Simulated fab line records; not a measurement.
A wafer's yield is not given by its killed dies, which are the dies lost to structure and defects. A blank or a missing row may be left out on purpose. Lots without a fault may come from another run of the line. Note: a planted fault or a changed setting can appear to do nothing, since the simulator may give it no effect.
fab line records	flow sky130
record: lots: 24	wafers: 72	last_day: 50
route steps=708 shown FIELD_ISO@15 VT_ADJUST_NCORE@127 POLY_GATE@218 LDD_N@253 LDD_HVP@287
lots with no fault: from the same line, run without faults
start_h: hours from the record's first day to the start of the lot's first wafer shown	wait_h: hours since the lot's step before	" as in the row above	L1.1+2: a row that stands for several wafers	- no value present, or no start provided	* or withheld: withheld	< > ~ a bound
route shown NAME@n: a module of which the file shows steps, and the number in the route of the first	usual: mean and standard deviation over wafers with no fault	same: alike in all rows	chamber/n: place in a boat	sites: per-site readings	_std_site: standard deviation of those values	_edge_site: mean of outer sites minus mean of inner sites	radius_mm: how far each site lies from the wafer's centre	mask NAME#n: copy n	behind: the tool/chamber that last shaped the wafer	hold: cause of the lot's hold/its duration in hours/its outcome	device: the transistor (n, p or np) that didn't switch	end of line: the route-end tests of the same wafers	for a step that has no rows: nothing shown but its recipe	killed: count of dies lost to structure and defects at first sort (not the wafer's yield)	map: the dies of a wafer, with x for killed, . for not killed, _ for no die there
set.NAME: the run value of the setting; set.NAME@STEP: its run value at that earlier step	model.NAME: the simulator's own value behind a step, which no gauge read
a sample of lots followed through the steps of the route, with each step as a table and each wafer as a row
services: from which hour (start_h, from the record's first day; less than 0 if before it) a tool's chamber was out of use, for how many hours, and why
== steps ==
step: SKY_FIELD_ISO_ETCH_14
recipe: chemistry: N2/H2	target: BARC	ion_energy_ev: 200	source_w: 500	bias_w: 100	pressure_mtorr: 30	n2_flow_sccm: 100	h2_flow_sccm: 200	stop_on: SiO2	time_s: 45.9	target_depth_a: 600
usual: drypump_motor_current_A: 5.6/0.6	oes_product_au: 0.855/0.0045	throttle_valve_pct: 13.226/0.009
lot.wafer	tool	chamber	start_h	wait_h	drypump_motor_current_A	oes_product_au	rf_hours_counter_h	throttle_valve_pct
L074.2	rie_diel-04	3	28.33	0.1	6.6	0.862	4	13.220
L074.3	"	2	"	"	6.1	0.860	96	13.231
L074.4	"	1	"	"	6.2	0.864	31	13.215
L075.1	rie_diel-02	0	34.80	0.1	4.7	0.856	129	13.252
L075.4	"	2	"	"	5.9	0.859	-	13.243
L075.5	"	3	"	"	4.7	0.862	-	13.223
L076.2	rie_diel-02	0	40.05	0.1	4.7	0.860	129	13.242
L076.3	"	2	"	"	5.9	0.853	158	13.224
L076.6	"	3	"	"	4.7	0.863	-	13.219
L077.1	rie_diel-02	3	45.05	0.1	4.7	0.862	152	13.222
L077.4	"	2	"	"	5.9	0.853	-	13.222
L077.5	"	3	"	"	4.7	0.849	-	13.225
L078.1	rie_diel-01	2	49.38	0.1	5.1	0.853	100	13.238
L078.4	"	0	"	"	5.8	0.858	80	13.221
L078.6	"	3	"	"	5.9	0.856	-	13.218
L079.2	rie_diel-04	1	55.18	0.1	6.2	0.864	31	13.225
L079.4	"	2	"	"	6.1	0.854	96	13.231
L079.6	"	2	"	"	6.1	0.847	-	13.237
L080.3	rie_diel-04	2	59.10	0.1	6.1	0.861	96	13.229
L080.5	"	2	"	"	6.1	0.855	-	13.226
L080.6	"	3	"	"	6.6	0.855	-	13.221
L081.1	rie_diel-02	1	64.98	0.1	5.3	0.851	1	13.244
L081.3	"	0	"	"	4.7	0.857	130	13.230
L081.5	"	2	"	"	5.9	0.851	-	13.227
L082.1	rie_diel-01	2	70.93	0.1	5.2	0.854	101	13.207
L082.3	"	3	"	"	5.9	0.852	14	13.228
L082.6	"	0	"	"	5.8	0.851	-	13.219
L083.1	rie_diel-01	3	75.15	0.1	5.9	0.858	14	13.221
L083.2	"	2	"	"	5.1	0.853	101	13.219
L083.6	"	3	"	"	5.9	0.855	-	13.231
L084.1	rie_diel-01	1	81.70	0.1	5.5	0.856	91	13.246
L084.3	"	0	"	"	5.8	0.860	80	13.217
L084.6	"	3	"	"	5.9	0.858	-	13.218
L085.1	rie_diel-04	0	87.33	0.1	5.8	0.853	90	13.228
L085.4	"	1	"	"	6.2	0.856	31	13.219
L085.6	"	0	"	"	5.8	0.866	-	13.221
L086.1	rie_diel-02	1	91.70	0.1	5.2	0.857	1	13.219
L086.3	"	0	"	"	4.7	0.856	130	13.232
L086.6	"	3	"	"	4.7	0.856	-	13.230
L087.1	rie_diel-04	0	97.40	0.1	5.8	0.852	90	13.223
L087.2	"	2	"	"	6.1	0.858	97	13.214
L087.5	"	3	"	"	6.6	0.853	-	13.213
L088.2	rie_diel-01	3	101.63	0.1	5.8	0.856	15	13.221
L088.5	"	0	"	"	5.8	0.855	-	13.217
L088.6	"	3	"	"	5.8	0.855	-	13.215
L089.2	rie_diel-02	1	107.20	0.1	5.3	0.861	1	13.222
L089.4	"	2	"	"	5.9	0.848	160	13.233
L089.6	"	0	"	"	4.7	0.850	-	13.218
L090.1	rie_diel-02	0	112.43	0.1	4.7	0.860	131	13.220
L090.2	"	3	"	"	4.7	0.859	153	13.222
L090.5	"	2	"	"	5.9	0.846	-	13.219
L091.1	rie_diel-04	2	116.25	0.1	6.1	0.854	97	13.215
L091.2	"	1	"	"	6.1	0.859	32	13.237
L091.5	"	2	"	"	6.1	0.853	-	13.242
L092.1	rie_diel-02	3	122.25	0.1	4.7	0.855	153	13.237
L092.3	"	2	"	"	5.9	0.856	160	13.231
L092.6	"	3	"	"	4.7	0.852	-	13.224
L093.1	rie_diel-04	3	128.83	0.1	6.6	0.854	6	13.210
L093.3	"	0	"	"	5.8	0.849	91	13.233
L093.4	"	1	"	"	6.2	0.857	32	13.224
L094.3	rie_diel-04	0	133.75	0.1	5.8	0.853	91	13.227
L094.4	"	2	"	"	6.1	0.854	98	13.235
L094.6	"	0	"	"	5.8	0.850	-	13.213
L095.4	rie_diel-02	3	137.77	0.1	4.7	0.859	-	13.234
L095.5	"	0	"	"	4.7	0.854	-	13.227
L095.6	"	1	"	"	5.3	0.851	-	13.226
L096.1	rie_diel-01	2	143.50	0.1	5.2	0.855	102	13.211
L096.2	"	0	"	"	5.8	0.849	82	13.225
L096.3	"	1	"	"	5.5	0.859	92	13.238
L097.3	rie_diel-02	2	148.65	0.1	5.9	0.851	0	13.209
L097.5	"	1	"	"	5.3	0.850	-	13.235
L097.6	"	2	"	"	5.9	0.856	-	13.231
step: SKY_FIELD_ISO_CMP_27
recipe: stop_on: Si3N4	t_overpolish_s: 16	down_force_psi: 4	platen_rpm: 60	target_thk_nm: 457.8	pad_velocity_m_s: 0.94248
usual: motor_current_A: 12.3/1.2	overpolish_run_s: 16.000/0.0092	time_to_endpoint_s: 115/4.5
lot.wafer	tool	chamber	start_h	wait_h	motor_current_A	overpolish_run_s	time_to_endpoint_s
L074.3	cmp-02	0	33.56	0.0	10.4	15.992	122
L074.2	"	1	"	"	11.7	16.012	113
L074.4	"	3	"	"	12.9	16.008	111
L075.4	cmp-02	1	38.93	0.1	12.3	15.992	121
L075.1	"	2	"	"	11.8	15.978	116
L075.5	"	0	"	"	10.8	16.007	125
L076.3	cmp-02	2	44.71	0.1	12.3	16.006	113
L076.2	"	0	"	"	10.4	16.002	119
L076.6	"	1	"	"	12.7	15.996	120
L077.1	cmp-02	2	49.55	0.1	12.4	16.006	112
L077.4	"	3	"	"	13.3	16.002	111
L077.5	"	1	"	"	12.0	15.999	118
L078.4	cmp-02	1	54.04	0.1	12.2	16.001	118
L078.1	"	2	"	"	12.1	16.003	111
L078.6	"	1	"	"	13.0	15.986	114
L079.4	cmp-02	2	59.16	0.0	12.4	15.995	114
L079.2	"	3	"	"	12.3	16.000	108
L079.6	"	2	"	"	12.1	15.980	110
L080.3	cmp-01	0	63.13	0.1	12.3	16.000	117
L080.6	"	1	"	"	11.9	15.997	105
L080.5	"	2	"	"	12.1	16.001	119
L081.3	cmp-01	1	69.85	0.3	11.4	16.019	111
L081.1	"	2	"	"	12.2	15.987	123
L081.5	"	0	"	"	12.1	16.014	122
L082.3	cmp-01	2	74.50	0.0	11.4	16.006	119
L082.1	"	0	"	"	12.2	16.007	116
L082.6	"	3	"	"	14.8	16.005	116
L083.2	cmp-01	0	79.60	0.1	13.3	16.012	119
L083.1	"	1	"	"	11.1	15.988	111
L083.6	"	3	"	"	15.1	16.019	119
L084.1	cmp-02	3	85.11	0.0	13.1	15.997	107
L084.3	"	1	"	"	12.1	15.997	116
L084.6	"	0	"	"	10.1	16.002	119
L085.1	cmp-02	2	90.75	0.0	12.1	15.991	113
L085.4	"	3	"	"	12.8	16.002	112
L085.6	"	3	"	"	12.9	16.006	114
L086.1	cmp-01	0	95.11	0.0	12.8	16.019	115
L086.3	"	1	"	"	12.0	16.021	109
L086.6	"	1	"	"	11.4	15.990	111
L087.2	cmp-02	3	100.81	0.0	12.7	16.008	110
L087.1	"	1	"	"	12.7	15.998	113
L087.5	"	0	"	"	10.2	16.007	120
L088.2	cmp-01	3	108.54	0.1	14.9	15.994	115
L088.5	"	0	"	"	12.6	15.994	111
L088.6	"	1	"	"	11.4	16.002	107
L089.4	cmp-02	3	113.96	0.0	13.1	15.982	114
L089.2	"	1	"	"	12.4	16.011	118
L089.6	"	3	"	"	13.0	16.008	109
L090.1	cmp-02	3	118.03	0.0	13.4	15.995	113
L090.2	"	0	"	"	10.6	16.003	121
L090.5	"	0	"	"	10.3	15.997	122
L091.1	cmp-01	0	120.89	0.0	12.4	15.999	113
L091.2	"	2	"	"	11.8	15.997	124
L091.5	"	1	"	"	11.5	15.989	111
L092.3	cmp-01	3	126.24	0.1	14.6	16.024	109
L092.1	"	1	"	"	12.1	15.994	105
L092.6	"	2	"	"	12.2	15.990	113
L093.4	cmp-01	2	133.69	0.1	11.8	15.987	118
L093.3	"	3	"	"	13.8	15.990	110
L093.1	"	0	"	"	13.0	16.006	111
L094.3	cmp-01	0	138.43	0.1	12.5	16.006	113
L094.4	"	1	"	"	12.2	16.004	104
L094.6	"	3	"	"	14.7	15.996	110
L095.4	cmp-02	1	141.34	0.1	12.5	16.008	117
L095.5	"	2	"	"	12.1	15.990	115
L095.6	"	3	"	"	12.8	16.013	112
L096.2	cmp-02	1	148.23	0.0	12.7	15.997	117
L096.1	"	2	"	"	12.2	16.006	115
L096.3	"	3	"	"	13.1	15.994	112
L097.3	cmp-01	0	154.85	0.1	12.3	16.011	113
L097.6	"	2	"	"	11.9	16.006	119
L097.5	"	3	"	"	16.0	16.008	115
step: SKY_VT_ADJUST_NCORE_OVL_MEAS_08
usual: VT_ADJUST_NCORE_OVL: -0.2/1.4
lot.wafer	tool	chamber	start_h	wait_h	VT_ADJUST_NCORE_OVL[nm]
L074.2	overlay-01	-	179.01	0.1	3.6
L074.3	"	-	"	"	-1.2
L074.4	"	-	"	"	-0.3
L075.1	overlay-02	-	193.97	0.1	1.3
L075.4	"	-	"	"	-0.8
L075.5	"	-	"	"	0.2
L076.2	overlay-02	-	194.46	0.1	0.4
L076.3	"	-	"	"	1.0
L076.6	"	-	"	"	0.3
L077.1	overlay-02	-	204.10	0.1	0.8
L077.4	"	-	"	"	-1.1
L077.5	"	-	"	"	-0.7
L078.1	overlay-02	-	208.75	0.1	2.4
L078.4	"	-	"	"	2.3
L078.6	"	-	"	"	-0.1
L079.2	overlay-01	-	214.31	0.1	0.2
L079.4	"	-	"	"	-0.8
L079.6	"	-	"	"	-0.3
L080.3	overlay-01	-	220.31	0.1	-0.4
L080.5	"	-	"	"	0.3
L080.6	"	-	"	"	0.0
L081.1	overlay-01	-	230.74	0.1	-1.7
L081.3	"	-	"	"	-2.3
L081.5	"	-	"	"	-4.8
L082.1	overlay-01	-	235.40	0.1	-0.7
L082.3	"	-	"	"	-2.2
L082.6	"	-	"	"	-0.5
L083.1	overlay-02	-	242.20	0.1	0.9
L083.2	"	-	"	"	-1.1
L083.6	"	-	"	"	2.0
L084.1	overlay-02	-	251.20	0.1	-2.3
L084.3	"	-	"	"	1.6
L084.6	"	-	"	"	-0.4
L085.1	overlay-02	-	255.95	0.1	0.5
L085.4	"	-	"	"	2.6
L085.6	"	-	"	"	1.2
L086.1	overlay-02	-	262.45	0.1	1.3
L086.3	"	-	"	"	1.7
L086.6	"	-	"	"	-0.2
L087.1	overlay-02	-	273.11	0.1	-0.3
L087.2	"	-	"	"	-1.1
L087.5	"	-	"	"	-1.5
L088.2	overlay-01	-	282.30	0.1	-1.0
L088.5	"	-	"	"	-0.5
L088.6	"	-	"	"	0.8
L089.2	overlay-02	-	291.80	0.1	0.8
L089.4	"	-	"	"	2.0
L089.6	"	-	"	"	2.0
L090.1	overlay-01	-	293.04	0.1	-0.4
L090.2	"	-	"	"	0.0
L090.5	"	-	"	"	-0.7
L091.1	overlay-02	-	297.64	0.1	-0.4
L091.2	"	-	"	"	-1.0
L091.5	"	-	"	"	-0.9
L092.1	overlay-02	-	305.55	0.1	-1.7
L092.3	"	-	"	"	-0.7
L092.6	"	-	"	"	-1.6
L093.1	overlay-01	-	315.50	0.1	-1.9
L093.3	"	-	"	"	-2.7
L093.4	"	-	"	"	-1.0
L094.3	overlay-02	-	319.56	0.1	-3.1
L094.4	"	-	"	"	-2.6
L094.6	"	-	"	"	-1.8
L095.4	overlay-01	-	326.16	0.1	0.4
L095.5	"	-	"	"	-2.4
L095.6	"	-	"	"	0.1
L096.1	overlay-01	-	334.34	0.1	1.3
L096.2	"	-	"	"	1.3
L096.3	"	-	"	"	1.3
L097.3	overlay-02	-	345.10	0.1	-0.8
L097.5	"	-	"	"	0.7
L097.6	"	-	"	"	0.1
step: SKY_POLY_GATE_THK_MEAS_04
recipe: reads: Si3N4_of_POLY_GATE_CVD_03
usual: POLY_GATE_CVD_03_THK: 74.9/0.64
lot.wafer	tool	chamber	start_h	wait_h	POLY_GATE_CVD_03_THK[nm]
L074.2	film_metro-03	-	343.12	0.0	75.1
L074.3	"	-	"	"	75.1
L074.4	"	-	"	"	74.5
L075.1	film_metro-01	-	356.02	0.0	74.7
L075.4	"	-	"	"	74.4
L075.5	"	-	"	"	75.5
L076.2	film_metro-03	-	356.03	0.0	74.4
L076.3	"	-	"	"	75.2
L076.6	"	-	"	"	74.2
L077.1	film_metro-03	-	366.90	0.0	74.8
L077.4	"	-	"	"	75.3
L077.5	"	-	"	"	74.9
L078.1	film_metro-02	-	375.15	0.0	75.1
L078.4	"	-	"	"	75.2
L078.6	"	-	"	"	75.3
L079.2	film_metro-01	-	378.69	0.0	74.2
L079.4	"	-	"	"	74.2
L079.6	"	-	"	"	74.4
L080.3	film_metro-03	-	387.97	0.0	75.6
L080.5	"	-	"	"	76.5
L080.6	"	-	"	"	76.4
L081.1	film_metro-01	-	397.72	0.0	74.8
L081.3	"	-	"	"	74.8
L081.5	"	-	"	"	74.9
L082.1	film_metro-02	-	405.90	0.0	75.4
L082.3	"	-	"	"	75.5
L082.6	"	-	"	"	75.1
L083.1	film_metro-03	-	419.80	0.0	75.4
L083.2	"	-	"	"	75.1
L083.6	"	-	"	"	75.2
L084.1	film_metro-01	-	432.13	0.0	73.8
L084.3	"	-	"	"	74.0
L084.6	"	-	"	"	74.4
L085.1	film_metro-03	-	433.49	0.0	75.4
L085.4	"	-	"	"	75.8
L085.6	"	-	"	"	75.3
L086.1	film_metro-01	-	454.08	0.0	74.3
L086.3	"	-	"	"	74.7
L086.6	"	-	"	"	74.0
L087.1	film_metro-01	-	463.07	0.0	74.1
L087.2	"	-	"	"	74.1
L087.5	"	-	"	"	74.4
L088.2	film_metro-02	-	467.50	0.0	75.5
L088.5	"	-	"	"	75.2
L088.6	"	-	"	"	75.7
L091.1	film_metro-02	-	481.55	0.0	73.9
L091.2	"	-	"	"	74.2
L091.5	"	-	"	"	74.0
L090.1	film_metro-01	-	484.05	0.0	75.0
L090.2	"	-	"	"	74.8
L090.5	"	-	"	"	74.5
L089.2	film_metro-01	-	485.42	0.0	74.4
L089.4	"	-	"	"	74.5
L089.6	"	-	"	"	75.1
L092.1	film_metro-02	-	520.08	0.0	74.4
L092.3	"	-	"	"	74.2
L092.6	"	-	"	"	75.2
L093.1	film_metro-02	-	521.44	0.0	74.5
L093.3	"	-	"	"	74.2
L093.4	"	-	"	"	74.8
L094.3	film_metro-03	-	521.46	0.0	75.3
L094.4	"	-	"	"	74.9
L094.6	"	-	"	"	75.4
L095.4	film_metro-01	-	521.47	0.0	74.7
L095.5	"	-	"	"	75.6
L095.6	"	-	"	"	75.5
L096.1	film_metro-01	-	528.39	0.0	76.0
L096.2	"	-	"	"	75.6
L096.3	"	-	"	"	75.3
L097.3	film_metro-03	-	533.57	0.0	76.0
L097.5	"	-	"	"	75.9
L097.6	"	-	"	"	75.3
step: SKY_LDD_N_STRIP_16
recipe: chemistry: O2/N2	power_w: 1400	pressure_mtorr: 1500	platen_temp_c: withheld	o2_flow_sccm: 3000	n2_flow_sccm: 300	overash_fraction: 0.5
usual: drypump_motor_current_A: 6.1/0.55	oes_product_au: 0.407/0.0041	strip_time_to_endpoint_s: 4.315/0.014
lot.wafer	tool	chamber	start_h	wait_h	drypump_motor_current_A	oes_product_au	rf_hours_counter_h	strip_time_to_endpoint_s
L074.2	plasma_asher-02	0	407.47	0.1	6.7	0.407	72	4.338
L074.3	"	0	"	"	6.8	0.403	-	4.322
L074.4	"	1	"	"	5.5	0.410	-	4.312
L075.1	plasma_asher-02	0	420.65	0.1	6.7	0.414	73	4.339
L075.4	"	1	"	"	5.5	0.405	-	4.292
L075.5	"	0	"	"	6.8	0.404	-	4.308
L076.2	plasma_asher-02	1	421.22	0.1	5.5	0.409	73	4.294
L076.3	"	0	"	"	6.8	0.413	-	4.310
L076.6	"	0	"	"	6.8	0.405	-	4.306
L077.1	plasma_asher-01	1	435.37	0.1	6.4	0.397	33	4.317
L077.4	"	0	"	"	5.4	0.402	-	4.323
L077.5	"	0	"	"	5.4	0.409	-	4.307
L078.1	plasma_asher-02	1	435.67	0.1	5.5	0.407	0	4.322
L078.4	"	0	"	"	6.8	0.401	-	4.325
L078.6	"	1	"	"	5.5	0.410	-	4.323
L079.2	plasma_asher-02	0	445.17	0.1	6.8	0.406	1	4.310
L079.4	"	0	"	"	6.8	0.410	-	4.307
L079.6	"	0	"	"	6.8	0.405	-	4.315
L080.3	plasma_asher-02	0	454.49	0.1	6.8	0.400	-	4.346
L080.5	"	0	"	"	6.8	0.408	-	4.365
L080.6	"	1	"	"	5.6	0.411	-	4.349
L081.1	plasma_asher-04	0	462.27	0.1	6.5	0.419	63	4.322
L081.3	"	1	"	"	5.8	0.404	-	4.314
L081.5	"	0	"	"	6.5	0.414	-	4.331
L082.1	plasma_asher-04	0	469.27	0.1	6.6	0.407	64	4.324
L082.3	"	0	"	"	6.6	0.403	-	4.304
L082.6	"	0	"	"	6.5	0.406	-	4.315
L083.1	plasma_asher-04	1	484.62	0.1	5.8	0.405	66	4.299
L083.2	"	0	"	"	6.5	0.406	66	4.296
L083.6	"	0	"	"	6.5	0.407	-	4.294
L084.1	plasma_asher-01	1	496.45	0.1	6.4	0.405	40	4.308
L084.3	"	1	"	"	6.4	0.409	-	4.301
L084.6	"	0	"	"	5.4	0.406	-	4.310
L085.1	plasma_asher-01	0	499.05	0.1	5.4	0.413	40	4.306
L085.4	"	1	"	"	6.4	0.410	-	4.303
L085.6	"	0	"	"	5.4	0.401	-	4.294
L086.1	plasma_asher-02	0	517.62	0.1	6.8	0.407	8	4.303
L086.3	"	0	"	"	6.7	0.407	-	4.307
L086.6	"	0	"	"	6.8	0.408	-	4.323
L087.1	plasma_asher-01	0	526.85	0.1	5.3	0.408	43	4.325
L087.2	"	1	"	"	6.4	0.408	43	4.309
L087.5	"	0	"	"	5.4	0.406	-	4.325
L088.2	plasma_asher-01	1	530.87	0.1	6.4	0.410	43	4.341
L088.5	"	0	"	"	5.4	0.408	-	4.339
L088.6	"	1	"	"	6.4	0.405	-	4.310
L091.1	plasma_asher-01	0	546.20	0.1	5.4	0.409	45	4.299
L091.2	"	1	"	"	6.4	0.400	45	4.298
L091.5	"	0	"	"	5.4	0.409	-	4.313
L090.1	plasma_asher-02	0	547.67	0.1	6.8	0.411	11	4.311
L090.2	"	1	"	"	5.5	0.415	11	4.327
L090.5	"	0	"	"	6.8	0.407	-	4.302
L089.2	plasma_asher-04	1	548.65	0.1	5.8	0.401	72	4.310
L089.4	"	0	"	"	6.5	0.403	-	4.338
L089.6	"	0	"	"	6.5	0.412	-	4.325
L092.1	plasma_asher-04	0	582.47	0.1	6.5	0.407	75	4.305
L092.3	"	0	"	"	6.6	0.401	-	4.326
L092.6	"	1	"	"	5.8	0.399	-	4.317
L093.1	plasma_asher-01	0	584.97	0.1	5.4	0.403	49	4.285
L093.3	"	1	"	"	6.4	0.403	-	4.297
L093.4	"	0	"	"	5.4	0.409	-	4.312
L094.3	plasma_asher-01	1	585.14	0.1	6.4	0.404	-	4.307
L094.4	"	0	"	"	5.4	0.401	-	4.309
L094.6	"	1	"	"	6.4	0.405	-	4.307
L095.4	plasma_asher-02	0	586.75	0.1	6.7	0.407	-	4.299
L095.5	"	1	"	"	5.5	0.404	-	4.298
L095.6	"	0	"	"	6.8	0.405	-	4.306
L096.1	plasma_asher-01	1	592.12	0.1	6.4	0.407	50	4.313
L096.2	"	0	"	"	5.4	0.406	50	4.322
L096.3	"	0	"	"	5.4	0.415	-	4.316
L097.3	plasma_asher-04	0	596.40	0.1	6.5	0.407	-	4.330
L097.5	"	1	"	"	5.8	0.402	-	4.356
L097.6	"	0	"	"	6.6	0.410	-	4.330
step: SKY_LDD_HVP_STRIP_09
recipe: chemistry: O2/N2	power_w: 1400	pressure_mtorr: 1500	platen_temp_c: withheld	o2_flow_sccm: 3000	n2_flow_sccm: 300	overash_fraction: 0.5
usual: drypump_motor_current_A: 5.8/0.47	oes_product_au: 0.409/0.0043	strip_time_to_endpoint_s: 4.140/0.015
lot.wafer	tool	chamber	start_h	wait_h	drypump_motor_current_A	oes_product_au	rf_hours_counter_h	strip_time_to_endpoint_s
L074.2	plasma_asher-03	1	497.65	0.1	5.6	0.409	76	4.123
L074.3	"	0	"	"	5.8	0.406	-	4.135
L074.4	"	1	"	"	5.6	0.408	-	4.147
L075.1	plasma_asher-02	0	511.90	0.1	6.8	0.406	7	4.145
L075.4	"	1	"	"	5.6	0.413	-	4.133
L075.5	"	1	"	"	5.5	0.413	-	4.131
L076.2	plasma_asher-01	0	513.15	0.1	5.4	0.407	42	4.141
L076.3	"	0	"	"	5.4	0.406	-	4.132
L076.6	"	0	"	"	5.4	0.414	-	4.140
L077.1	plasma_asher-03	0	527.77	0.1	5.8	0.409	79	4.145
L077.4	"	0	"	"	5.8	0.415	-	4.147
L077.5	"	1	"	"	5.6	0.401	-	4.127
L078.1	plasma_asher-03	1	528.07	0.1	5.5	0.404	79	4.137
L078.4	"	0	"	"	5.8	0.407	-	4.127
L078.6	"	1	"	"	5.5	0.412	-	4.149
L079.2	plasma_asher-03	1	537.40	0.1	5.5	0.410	80	4.129
L079.4	"	0	"	"	5.8	0.416	-	4.143
L079.6	"	1	"	"	5.6	0.403	-	4.138
L080.3	plasma_asher-03	1	546.99	0.1	5.5	0.414	-	4.113
L080.5	"	0	"	"	5.7	0.404	-	4.138
L080.6	"	1	"	"	5.5	0.413	-	4.153
L081.1	plasma_asher-01	1	555.12	0.1	6.4	0.401	46	4.143
L081.3	"	1	"	"	6.4	0.414	-	4.147
L081.5	"	0	"	"	5.4	0.410	-	4.133
L082.1	plasma_asher-02	1	560.92	0.1	5.6	0.414	12	4.176
L082.3	"	0	"	"	6.8	0.412	-	4.160
L082.6	"	0	"	"	6.8	0.411	-	4.151
L083.1	plasma_asher-01	1	575.32	0.1	6.4	0.409	48	4.138
L083.2	"	0	"	"	5.3	0.415	48	4.127
L083.6	"	1	"	"	6.4	0.407	-	4.128
L084.1	plasma_asher-01	1	588.40	0.1	6.4	0.416	49	4.138
L084.3	"	1	"	"	6.4	0.409	-	4.142
L084.6	"	1	"	"	6.4	0.411	-	4.130
L085.1	plasma_asher-01	1	589.97	0.1	6.4	0.403	49	4.147
L085.4	"	1	"	"	6.4	0.408	-	4.166
L085.6	"	0	"	"	5.4	0.409	-	4.156
L086.1	plasma_asher-03	1	607.97	0.1	5.5	0.407	87	4.155
L086.3	"	1	"	"	5.6	0.404	-	4.128
L086.6	"	0	"	"	5.8	0.410	-	4.145
L087.1	plasma_asher-03	0	616.65	0.1	5.8	0.411	88	4.140
L087.2	"	1	"	"	5.5	0.415	88	4.170
L087.5	"	0	"	"	5.7	0.410	-	4.174
L088.2	plasma_asher-03	1	620.45	0.1	5.5	0.404	89	4.137
L088.5	"	1	"	"	5.5	0.403	-	4.156
L088.6	"	0	"	"	5.8	0.409	-	4.147
L091.1	plasma_asher-02	1	634.65	0.1	5.5	0.411	20	4.136
L091.2	"	0	"	"	6.8	0.409	20	4.141
L091.5	"	0	"	"	6.8	0.418	-	4.117
L090.1	plasma_asher-03	1	635.45	0.1	5.5	0.413	90	4.144
L090.2	"	0	"	"	5.8	0.404	90	4.122
L090.5	"	0	"	"	5.8	0.414	-	4.125
L089.2	plasma_asher-03	0	636.17	0.1	5.8	0.414	91	4.152
L089.4	"	1	"	"	5.6	0.411	-	4.139
L089.6	"	0	"	"	5.8	0.407	-	4.118
L092.1	plasma_asher-02	0	666.30	0.1	6.8	0.402	23	4.122
L092.3	"	1	"	"	5.5	0.408	-	4.141
L092.6	"	1	"	"	5.5	0.408	-	4.121
L093.1	plasma_asher-03	0	669.01	0.1	5.8	0.410	94	4.148
L093.3	"	0	"	"	5.8	0.406	-	4.161
L093.4	"	1	"	"	5.5	0.409	-	4.139
L094.3	plasma_asher-02	0	669.33	0.1	6.8	0.404	-	4.117
L094.4	"	1	"	"	5.6	0.412	-	4.153
L094.6	"	1	"	"	5.6	0.404	-	4.147
L095.4	plasma_asher-02	0	670.69	0.1	6.8	0.402	-	4.152
L095.5	"	1	"	"	5.5	0.405	-	4.142
L095.6	"	0	"	"	6.8	0.415	-	4.147
L096.1	plasma_asher-03	0	675.05	0.1	5.8	0.411	94	4.162
L096.2	"	1	"	"	5.6	0.413	94	4.147
L096.3	"	0	"	"	5.7	0.407	-	4.146
L097.3	plasma_asher-02	0	679.74	0.1	6.8	0.413	-	4.155
L097.5	"	1	"	"	5.5	0.415	-	4.158
L097.6	"	0	"	"	6.8	0.409	-	4.155
== services ==
tool	chamber	start_h	hours	kind
cmp-02	-	45.93	2.3	repair
plasma_asher-02	-	59.87	1.8	repair
cmp-02	-	68.24	4.8	pm
plasma_asher-01	-	108.75	9.0	pm
cmp-02	-	127.00	2.1	repair
plasma_asher-01	-	141.60	0.9	repair
cmp-02	-	151.43	6.1	repair
cmp-02	-	160.87	2.3	repair
cmp-02	-	165.90	6.9	pm
plasma_asher-02	-	178.47	14.5	pm
cmp-02	-	232.08	4.0	pm
plasma_asher-01	-	253.36	1.3	repair
cmp-02	-	310.05	9.6	pm
cmp-02	-	366.77	0.9	repair
plasma_asher-02	-	421.32	9.0	pm
cmp-02	-	425.89	0.9	repair
cmp-02	-	450.33	1.0	repair
plasma_asher-02	-	472.70	11.5	repair
plasma_asher-02	-	481.57	3.6	repair
cmp-02	-	535.02	3.7	pm
cmp-02	-	572.08	4.0	pm
plasma_asher-02	-	595.27	0.7	repair
plasma_asher-01	-	609.19	5.1	repair
plasma_asher-01	-	614.37	2.8	pm
== key ==
fault none
